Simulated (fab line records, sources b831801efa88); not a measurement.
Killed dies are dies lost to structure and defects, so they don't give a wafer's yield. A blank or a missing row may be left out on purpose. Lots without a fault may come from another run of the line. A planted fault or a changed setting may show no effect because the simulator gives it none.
A struck lot beside a sound one | flow gf180mcu | 14 steps out of a route of 602
Sound: wafers L102.4, L102.5, L102.6. Struck: wafers L121.2, L121.3, L121.6. The cause comes at the end.
At each step with rows: each side's tool, then ch and its chambers, then its first start. Under that, the readings that differ: sound wafers | struck wafers | difference of the means | sigmas: that difference in standard deviations of wafers without a fault.
alike: readings whose means differ by less than 2 such deviations, and words and numbers that are the same on both sides. not compared: withheld readings, readings that some wafer has no value for, bounds like >300 that may hide the same value, and numbers for which the record gives no deviation and whose values overlap.
The two part at a step that has a row with sigmas, a row that says differs or no value, or rows on one side only. Numbers that don't overlap but have no deviation are shown without sigmas and don't part them. A reading that every wafer of one side lacks parts them only if that side has two wafers or more.

first, 1 step without rows for these wafers: GF_V1_CMP_26 (polishes, stops on SiO2, t overpolish 15 s, target thk 0 nm).
GF_M2_SPUTTER_00: material Ti, target thk 37.5 nm, time 150 s.
  sound on pvd_sputter-03, day 17 11:56; struck on pvd_sputter-03, day 24 14:11
  alike: throttle_valve_pct
GF_M2_SPUTTER_01: material TiN, target thk 30 nm, time 25 s.
  sound on pvd_sputter-03, day 17 12:02; struck on pvd_sputter-03, day 24 14:17
  alike: throttle_valve_pct
GF_M2_SPUTTER_02: material AlCu, target thk 450 nm, time 23.9 s.
  sound on pvd_sputter-03, day 17 12:04; struck on pvd_sputter-03, day 24 14:19
  alike: throttle_valve_pct
GF_M2_SPUTTER_03: material Ti, target thk 10 nm, time 6.7 s.
  sound on pvd_sputter-03, day 17 12:05; struck on pvd_sputter-03, day 24 14:21
  alike: throttle_valve_pct
GF_M2_SPUTTER_04: material TiN, target thk 50 nm, time 41.7 s.
  sound on pvd_sputter-03, day 17 12:07; struck on pvd_sputter-03, day 24 14:22
  alike: throttle_valve_pct
GF_M2_RS_MEAS_05: measures by four-point-probe.
  sound on film_metro-01, day 17 12:13; struck on film_metro-01, day 24 14:26
  alike: M2_ALCU_RS
GF_M2_THK_MEAS_06: measures by xrf.
  sound on film_metro-01, day 17 12:18; struck on film_metro-01, day 24 14:32
  alike: M2_ALCU_THK
then, 4 steps without rows for these wafers: GF_M2_DEHYDRATE_07 (time 60 s); GF_M2_HMDS_08 (prime time 60 s); GF_M2_COAT_09 (resist thk 1000 nm); GF_M2_SOFTBAKE_10 (time 60 s).
GF_M2_EXPOSE_11: exposes mask Metal2, target cd 280 nm.
  sound on krf_scanner-02 ch 0, day 17 22:51; struck on krf_scanner-01, day 25 02:49
  no value came back on the struck wafers for exposure_dose_mJ_cm2, focus_offset_nm (nm); on the sound wafers exposure_dose_mJ_cm2 reads 28.018 27.991 27.957
  alike: mask
then, 1 step without rows for these wafers: GF_M2_PEB_12 (peb time 90 s).

WHERE THEY PART
Only at GF_M2_EXPOSE_11, within this record.

WHY: what the simulator had put in
Skipped step whole: krf_scanner-01, from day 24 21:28 on, at GF_M2_EXPOSE_11. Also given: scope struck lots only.
